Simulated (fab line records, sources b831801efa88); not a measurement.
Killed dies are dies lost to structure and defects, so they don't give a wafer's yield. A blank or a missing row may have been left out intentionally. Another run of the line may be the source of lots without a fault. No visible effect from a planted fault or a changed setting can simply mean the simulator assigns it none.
One fault through the eyes of 2 desks    flow gf180mcu    every desk sees just its own numbers, and what lay behind them comes last

AT THE METROLOGY DESK
What the gauges read for every lot (on any tool): the sampled wafers with a number, averaged. The brackets show how far a lot's mean lies from the usual mean; more than 4 standard deviations puts the lot out of limits, marked OUT.
Columns: A = M2_OVL at GF_M2_OVL_MEAS_15, usual -2 nm; B = cd_nm at GF_V2_CD_MEAS_14, usual 259.4 nm; C = V2_W_RS at GF_V2_RS_MEAS_24, usual 0.329 ohm/sq; D = V2_W_THK at GF_V2_THK_MEAS_25, usual 348 nm
lot   first seen here  A   B      C                D
L867  day 19 14:40     5   259.0  0.326            347
L870  day 20 17:01     -2  258.6  0.327            349
L871  day 21 03:08     -4  259.3  0.325            353
L876  day 23 01:28     2   260.2  0.369 (+11) OUT  315 (-6.9) OUT
L878  day 23 17:35     -3  261.3  0.397 (+19) OUT  294 (-11) OUT
L881  day 24 15:24     2   258.0  0.332            343
L883  day 25 06:19     -4  259.6  0.331            345
L887  day 26 13:50     -8  259.6  0.332            344
L888  day 26 23:06     -5  259.2  0.331            349
L889  day 27 06:25     -5  259.8  0.331            346
This desk's result: L876, L878 out of limits, first on L876 (V2_W_RS at GF_V2_RS_MEAS_24), day 24 02:01. Within limits: L867, L870, L871, L881, L883, L887, L888, L889.

THE TOOL OWNER'S DESK: cvd_w-01
The tool's own readings at GF_V2_CVD_23 (deposits W, target thk 350 nm, time 104.94 s): means of the sampled wafers that have a number, for each lot that ran on this tool. The brackets show how far a lot's mean lies from the usual mean; more than 4 standard deviations puts the lot out of limits, marked OUT.
Columns: A = heater_power_outer_w at GF_V2_CVD_23, usual 565 W; B = heater_power_w at GF_V2_CVD_23, usual 898 W; C = susceptor_temp_C at GF_V2_CVD_23, usual 400.00 C
lot   first seen here  A    B     C
L867  day 20 19:11     531  915   399.90
L870  day 21 19:40     583  936   399.86
L871  day 22 04:41     625  1008  399.74
L876  day 24 01:53     567  923   394.61 (-22) OUT
L878  day 24 18:29     505  848   388.86 (-46) OUT
L888  day 27 21:30     490  874   400.12
Finding of this desk: L876, L878 out of limits; the first was L876 at day 24 01:53, on susceptor_temp_C at GF_V2_CVD_23. Within limits: L867, L870, L871, L888.

TAKEN TOGETHER
At day 24 01:53, on L876, L878, the tool owner's desk was in a position to raise an alarm.
The metrology desk could have raised an alarm at day 24 02:01, on L876, L878.
All the named lots went through GF_V2_CVD_23 on cvd_w-01.

WHAT THE SIMULATOR HAD INSERTED
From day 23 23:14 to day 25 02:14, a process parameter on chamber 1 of cvd_w-01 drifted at GF_V2_CVD_23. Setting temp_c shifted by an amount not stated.
Struck lots among those shown: L876, L878.
Hours from the fault's start to each desk's first reading out of limits: the tool owner's desk, 3; the metrology desk, 3.
